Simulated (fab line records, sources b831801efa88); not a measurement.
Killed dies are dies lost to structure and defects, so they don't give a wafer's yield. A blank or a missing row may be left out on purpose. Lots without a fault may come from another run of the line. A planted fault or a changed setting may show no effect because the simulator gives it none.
fab line records | flow sky130 | part 2 of 2: steps 33 to 43 of 43
record lots=5 wafers=15 last_day=50
route steps=708 shown CAP2M@620 METAL4@621 VIA4@639 METAL5@661
lots that met no fault: from a run of the same line without faults
start_h: hours from the record's first day to the start of the lot's first wafer shown | wait_h: hours since the lot's step before | " the same as in the row above | L1.1+2: a row that stands for several wafers | - no value, or no start given | * or withheld: withheld | < > ~ a bound
route shown NAME@n: a module of which the file shows steps, and the number in the route of the first | usual: mean/standard deviation of fault-free wafers | same: alike in all rows | chamber/n: place in a boat | sites: the reading at each site | _std_site: their standard deviation | _edge_site: outer sites' mean less inner sites' | radius_mm: how far each site lies from the wafer's centre | mask NAME#n: copy n | behind: the tool/chamber that last shaped the wafer | hold: why the lot was held/for how many hours/how that ended | device: the transistor (n, p or np) that didn't switch | end of line: the same wafers' tests at the end of the route | a step without rows: its recipe alone | killed: dies lost to structure and defects at the first sort, not the wafer's yield | map: a wafer's dies, x killed, . not, _ none there
set.NAME: the setting as run; set.NAME@STEP: as run at that earlier step | model.NAME: the simulator's own value behind a step, which no gauge read
lots at some steps of the route; a table a step, a row a wafer
services: from which hour (start_h, from the record's first day; less than 0 if before it) a tool's chamber was out of use, for how many hours, and why
## steps
# step SKY_VIA4_STRIP_13
# recipe chemistry=O2/N2 power_w=1400 pressure_mtorr=1500 platen_temp_c=withheld o2_flow_sccm=3000 n2_flow_sccm=300 overash_fraction=0.5
# usual drypump_motor_current_A=5.75/0.3 oes_product_au=0.709/0.0047 strip_time_to_endpoint_s=12.800/0.026
# columns lot.wafer tool chamber start_h wait_h drypump_motor_current_A oes_product_au rf_hours_counter_h strip_time_to_endpoint_s
L074.1 plasma_asher-01 1 1005.25 - 5.90 0.705 27 12.797
L074.2 " 0 " " 5.71 0.706 27 12.776
L074.5 " 1 " " 5.90 0.716 - 12.791
L090.2 plasma_asher-03 0 1097.13 - 6.20 0.708 3 12.774
L090.4 " 1 " " 5.17 0.718 - 12.790
L090.5 " 1 " " 5.16 0.713 - 12.819
L092.2 plasma_asher-01 1 1108.23 - 5.92 0.704 37 12.828
L092.3 " 0 " " 5.71 0.709 - 12.759
L092.6 " 1 " " 5.93 0.703 - 12.791
L097.1 plasma_asher-03 0 1141.44 - 6.21 0.711 7 12.796
L097.2 " 1 " " 5.14 0.712 7 12.774
L097.4 " 0 " " 6.22 0.702 - 12.803
L096.1 plasma_asher-01 1 1141.65 - 5.90 0.705 41 12.801
L096.3 " 0 " " 5.71 0.716 - 12.828
L096.4 " 1 " " 5.91 0.714 - 12.794
# step SKY_VIA4_STRIP_14
# recipe chemistry=post_etch_residue_remover time_s=1200 temp_c=72.5
# columns lot.wafer tool chamber start_h wait_h
L074.1+2+5 wet_bench-04 1 1005.35 0.1
L090.2+4+5 wet_bench-01 3 1097.23 0.1
L092.2+3+6 wet_bench-01 0 1108.33 0.1
L097.1+2+4 wet_bench-02 3 1141.54 0.1
L096.1+3+4 wet_bench-01 1 1141.83 0.1
# step SKY_VIA4_CLEAN_15
# recipe chemistry=IPA time_s=180 temp_c=25
# columns lot.wafer tool chamber start_h wait_h
L074.1+2+5 wet_bench-01 2 1005.72 0.0
L090.2+4+5 wet_bench-01 3 1097.64 0.0
L092.2+3+6 wet_bench-01 0 1108.74 0.0
L097.1+2+4 wet_bench-02 3 1141.88 0.0
L096.1+3+4 wet_bench-02 2 1142.17 0.0
# step SKY_VIA4_CLEAN_16
# recipe chemistry=O3/DIW dry=n2_spin
# columns lot.wafer tool chamber start_h wait_h
L074.1+2+5 wet_bench-02 2 1005.78 0.0
L090.2+4+5 wet_bench-01 0 1097.71 0.0
L092.2+3+6 wet_bench-01 1 1108.81 0.0
L097.1+2+4 wet_bench-02 0 1141.94 0.0
L096.1+3+4 wet_bench-04 3 1142.23 0.0
# step SKY_VIA4_SPUTTER_17
# recipe material=TiN target_thk_nm=20 chamber_pressure_pa=5 power_w=4000 time_s=80
# usual throttle_valve_pct=30.0/1.1
# columns lot.wafer tool chamber start_h wait_h throttle_valve_pct
L074.1 pvd_sputter-02 - 1005.88 0.0 28.9
L074.2 " - " " 28.8
L074.5 " - " " 29.3
L090.2 pvd_sputter-04 - 1097.82 0.0 29.2
L090.4 " - " " 30.9
L090.5 " - " " 29.6
L092.2 pvd_sputter-01 - 1108.92 0.0 29.0
L092.3 " - " " 31.3
L092.6 " - " " 31.2
L097.1 pvd_sputter-01 - 1142.03 0.0 29.3
L097.2 " - " " 29.4
L097.4 " - " " 31.3
L096.1 pvd_sputter-02 - 1142.32 0.0 29.3
L096.3 " - " " 32.0
L096.4 " - " " 31.8
# step SKY_VIA4_CVD_18
# recipe material=W target_thk_nm=505 time_s=152.14 temp_c=400 pressure_torr=40
# usual heater_power_w=822/120
# columns lot.wafer tool chamber start_h wait_h heater_power_w since_wet_clean_h
L074.1 cvd_w-02 1 1005.94 0.0 950 602
L074.2 " 0 " " 923 602
L074.5 " 0 " " 937 -
L090.2 cvd_w-02 1 1097.88 0.0 958 694
L090.4 " 0 " " 937 -
L090.5 " 1 " " 960 -
L092.2 cvd_w-02 1 1108.98 0.0 945 705
L092.3 " 0 " " 950 -
L092.6 " 0 " " 953 -
L097.1 cvd_w-01 1 1142.09 0.0 682 224
L097.2 " 0 " " 768 224
L097.4 " 1 " " 674 -
L096.1 cvd_w-02 1 1142.38 0.0 966 738
L096.3 " 1 " " 956 -
L096.4 " 0 " " 957 -
# step SKY_VIA4_RS_MEAS_19
# recipe thk_meas_gauge=four-point-probe reads=W_of_VIA4_CVD_18+TiN_of_VIA4_SPUTTER_17
# usual VIA4_W_RS=0.2269/0.002
# columns lot.wafer tool chamber start_h wait_h VIA4_W_RS[ohm/sq]
L074.1 film_metro-04 - 1006.10 0.1 0.2230
L074.2 " - " " 0.2230
L074.5 " - " " 0.2259
L090.2 film_metro-01 - 1098.05 0.1 0.2272
L090.4 " - " " 0.2276
L090.5 " - " " 0.2282
L092.2 film_metro-01 - 1109.15 0.1 0.2241
L092.3 " - " " 0.2276
L092.6 " - " " 0.2275
L097.1 film_metro-01 - 1142.27 0.1 0.2252
L097.2 " - " " 0.2262
L097.4 " - " " 0.2238
L096.1 film_metro-02 - 1142.53 0.1 0.2301
L096.3 " - " " 0.2297
L096.4 " - " " 0.2279
# step SKY_VIA4_THK_MEAS_20
# recipe thk_meas_gauge=xrf reads=W_of_VIA4_CVD_18
# usual VIA4_W_THK=520/7.2
# columns lot.wafer tool chamber start_h wait_h VIA4_W_THK[nm]
L074.1 film_metro-04 - 1006.22 0.1 527
L074.2 " - " " 528
L074.5 " - " " 521
L090.2 film_metro-01 - 1098.16 0.1 528
L090.4 " - " " 530
L090.5 " - " " 525
L092.2 film_metro-01 - 1109.26 0.1 526
L092.3 " - " " 519
L092.6 " - " " 520
L097.1 film_metro-01 - 1142.39 0.1 526
L097.2 " - " " 525
L097.4 " - " " 530
L096.1 film_metro-02 - 1142.65 0.1 510
L096.3 " - " " 513
L096.4 " - " " 516
# step SKY_VIA4_CMP_21
# recipe stop_on=SiO2 t_overpolish_s=25 down_force_psi=3.5 platen_rpm=60 target_thk_nm=0 pad_velocity_m_s=0.94248
# usual motor_current_A=11.1/0.79 overpolish_run_s=25.000/0.01 time_to_endpoint_s=124/4
# columns lot.wafer tool chamber start_h wait_h motor_current_A overpolish_run_s time_to_endpoint_s
L074.2 cmp-02 3 1006.38 0.1 10.9 24.995 134
L074.1 " 0 " " 11.0 25.003 134
L074.5 " 1 " " 10.5 24.975 135
L090.2 cmp-01 2 1098.26 0.1 10.0 24.994 122
L090.4 " 0 " " 11.4 25.005 119
L090.5 " 1 " " 11.8 25.000 122
L092.2 cmp-01 2 1109.36 0.1 9.8 25.003 125
L092.3 " 3 " " 10.7 24.989 119
L092.6 " 2 " " 10.5 24.992 122
L097.1 cmp-02 0 1142.45 0.1 10.3 24.999 120
L097.4 " 2 " " 12.8 25.008 126
L097.2 " 3 " " 11.2 25.008 122
L096.4 cmp-01 3 1142.76 0.1 11.5 24.995 123
L096.3 " 0 " " 10.4 25.002 116
L096.1 " 1 " " 12.3 25.004 122
# step SKY_METAL5_SPUTTER_00
# recipe material=Ti target_thk_nm=15 power_w=3000 time_s=10 chamber_pressure_pa=0.4
# usual throttle_valve_pct=29.8/1.2
# columns lot.wafer tool chamber start_h wait_h throttle_valve_pct
L074.1 pvd_sputter-02 - 1006.58 0.1 28.8
L074.2 " - " " 28.8
L074.5 " - " " 31.8
L090.2 pvd_sputter-02 - 1098.51 0.2 29.2
L090.4 " - " " 28.8
L090.5 " - " " 28.9
L092.2 pvd_sputter-02 - 1109.61 0.2 29.0
L092.3 " - " " 29.1
L092.6 " - " " 29.2
L097.1 pvd_sputter-03 - 1142.75 0.2 29.5
L097.2 " - " " 31.2
L097.4 " - " " 30.9
L096.1 pvd_sputter-02 - 1143.01 0.1 28.8
L096.3 " - " " 31.7
L096.4 " - " " 29.0
# step SKY_METAL5_SPUTTER_01
# recipe material=TiN target_thk_nm=20 power_w=6500 time_s=16.7 chamber_pressure_pa=0.4
# usual throttle_valve_pct=29.9/1.1
# columns lot.wafer tool chamber start_h wait_h throttle_valve_pct
L074.1 pvd_sputter-02 - 1006.60 0.0 29.3
L074.2 " - " " 28.9
L074.5 " - " " 31.7
L090.2 pvd_sputter-02 - 1098.53 0.0 29.3
L090.4 " - " " 29.0
L090.5 " - " " 28.8
L092.2 pvd_sputter-02 - 1109.64 0.0 29.1
L092.3 " - " " 29.0
L092.6 " - " " 29.2
L097.1 pvd_sputter-03 - 1142.77 0.0 29.6
L097.2 " - " " 30.6
L097.4 " - " " 31.1
L096.1 pvd_sputter-02 - 1143.03 0.0 28.7
L096.3 " - " " 31.8
L096.4 " - " " 28.9
## services
# columns tool chamber start_h hours kind
cvd_w-02 - 939.76 1.5 repair
iline_stepper-01 - 947.37 8.9 pm
cmp-02 - 948.74 3.8 repair
rie_metal-02 - 950.38 5.2 repair
rie_metal-04 0 953.71 1.1 repair
rie_metal-02 0 978.26 2.7 repair
cvd_w-02 0 1001.23 4.4 repair
rie_metal-02 - 1002.39 0.5 repair
cvd_w-02 1 1006.78 12.1 repair
cmp-02 - 1006.80 1.9 repair
iline_stepper-01 - 1010.85 2.1 pm
cmp-02 - 1026.53 3.7 pm
iline_stepper-01 - 1046.08 1.6 repair
cmp-01 - 1047.20 5.8 pm
cmp-02 - 1055.07 1.7 repair
plasma_asher-03 - 1055.25 9.0 pm
rie_metal-04 0 1073.15 3.6 repair
cmp-01 - 1084.29 4.0 pm
cmp-01 - 1085.96 6.2 repair
pvd_sputter-02 - 1103.56 3.2 repair
rie_metal-04 - 1111.63 2.8 pm
cmp-01 - 1113.61 3.2 repair
rie_metal-02 1 1116.81 1.4 repair
iline_stepper-01 - 1122.53 1.7 pm
